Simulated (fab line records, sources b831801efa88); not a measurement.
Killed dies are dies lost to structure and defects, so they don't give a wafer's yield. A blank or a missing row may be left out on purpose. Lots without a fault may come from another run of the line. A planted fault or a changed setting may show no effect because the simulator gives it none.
Problem report in the 8D (eight disciplines) form, filled by code | flow sky130 | the parts of the form that need people (team, actions taken, sign-off) are left out

1. THE PROBLEM
CAP2M_TIN_RS at SKY_CAP2M_RS_MEAS_03 reads a mean of 4.94 ohm/sq on 2 wafers of 2 lots; wafers without a fault read 6.92 ohm/sq with a standard deviation of 0.09. That is -22 standard deviations from the usual mean.
The step: measures by four-point-probe.
First seen on wafer L175.4, day 42 11:57, on film_metro-02. The record holds 30 wafers of 10 lots with a number at this step. Rule for "out", or "out of limits": more than 4 standard deviations from the usual mean. The other wafers with a number count as sound.

2. WHAT IT IS AND WHAT IT IS NOT
question                    | is                           | is not
which readings at this step | CAP2M_TIN_RS                 | -
which lots                  | L175, L177                   | L166, L170, L171, L172, L182, L185, L187, L189
which wafers of those lots  | L175.4, L177.2               | L175.5, L175.6, L177.3, L177.5
read on which gauges        | film_metro-02, film_metro-04 | film_metro-03
when                        | from day 42 11:57            | up to then (14 sound wafers); but 14 sound wafers of L177, L182, L185, L187, L189 came after

3. SUSPECTS, AND WHAT RULES EACH OUT
Counting: a tool at a process step up to the reading stays a suspect if it ran every lot that is out. Sound lots after the first of them don't rule it out here, since some wafers of a struck lot are sound.
- the gauge at SKY_CAP2M_RS_MEAS_03: ruled out. The wafers that are out were read on 2 gauges (film_metro-02, film_metro-04).
- pvd_sputter-02 at SKY_CAP2M_SPUTTER_02 (material TiN, target thk 200 nm, time 166.7 s): kept. It ran every lot that is out, first L175 (day 42 11:47); its last sound lot up to then is L172 (day 41 18:01).
Left after counting: pvd_sputter-02 at SKY_CAP2M_SPUTTER_02.

4. THE CAUSE (what the simulator had put in)
Process parameter drift: pvd_sputter-02, from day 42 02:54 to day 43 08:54, at SKY_CAP2M_SPUTTER_02. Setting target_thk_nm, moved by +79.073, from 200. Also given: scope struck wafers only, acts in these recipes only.
Counting left only this tool.

5. THE CHAIN OF EFFECTS, in route order
Each row: a reading whose mean over the struck wafers that have a number lies more than 3 standard deviations from the usual. Only readings for which the record gives a usual standard deviation are gone through. hours: the time from each lot's start at the first step in this table that gives one to its start at this step, as a median over the lots. sigmas: the change in usual standard deviations.
hours | step                    | reading              | usual       | on struck wafers | change | sigmas
0     | SKY_CAP2M_RS_MEAS_03    | CAP2M_TIN_RS         | 6.92 ohm/sq | 4.94             | -1.98  | -22
0     | SKY_CAP2M_THK_MEAS_04   | CAP2M_TIN_THK        | 203 nm      | 284              | +80    | +27
23    | SKY_CAP2M_METAL_ETCH_13 | oes_product_au       | 0.940 a.u.  | 1.006            | +0.066 | +7.7
23    | SKY_CAP2M_METAL_ETCH_13 | throttle_valve_pct   | 21.903 %    | 21.868           | -0.035 | -3.5
134   | SKY_PAD_OPEN_PROBE_99   | defect_limited_yield | 82.2 %      | 0.0              | -82.2  | -46
134   | SKY_PAD_OPEN_PROBE_99   | killed_at_other      | 0.4         | 404.0            | +403.6 | +99 or more
134   | SKY_PAD_OPEN_PROBE_99   | killed_dies          | 87          | 492              | +405   | +46
134   | SKY_PAD_OPEN_PROBE_99   | killed_on_rim        | 18          | 96               | +78    | +22
134   | SKY_PAD_OPEN_PROBE_99   | sort_bin_3_pad_short | 0.9 %       | 82.2             | +81.3  | +99 or more
134   | SKY_PAD_OPEN_PROBE_99   | sort_n_pass          | 405         | 0                | -405   | -46
134   | SKY_PAD_OPEN_PROBE_99   | sort_yield_pct       | 82.2 %      | 0.0              | -82.2  | -46
The process steps in it:
- SKY_CAP2M_METAL_ETCH_13: etches TiN in Cl2/BCl3, stops on SiO2, target depth 220 nm, time 62.9 s.
- SKY_PAD_OPEN_PROBE_99

6. WHAT WOULD HAVE CAUGHT IT SOONER
In this record the first reading out of limits at a measuring or inspecting step was taken at day 42 11:57, 9 hours after the fault began at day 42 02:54.
Of the tool readings at SKY_CAP2M_SPUTTER_02 for which the record gives a usual standard deviation, none was out on any struck wafer, so an alarm limit of 4 standard deviations on them would not have fired.
Of the lots that are out (2), L177 began SKY_CAP2M_SPUTTER_02 on pvd_sputter-02 after day 42 11:57. A hold on the tool at that time would have spared it.
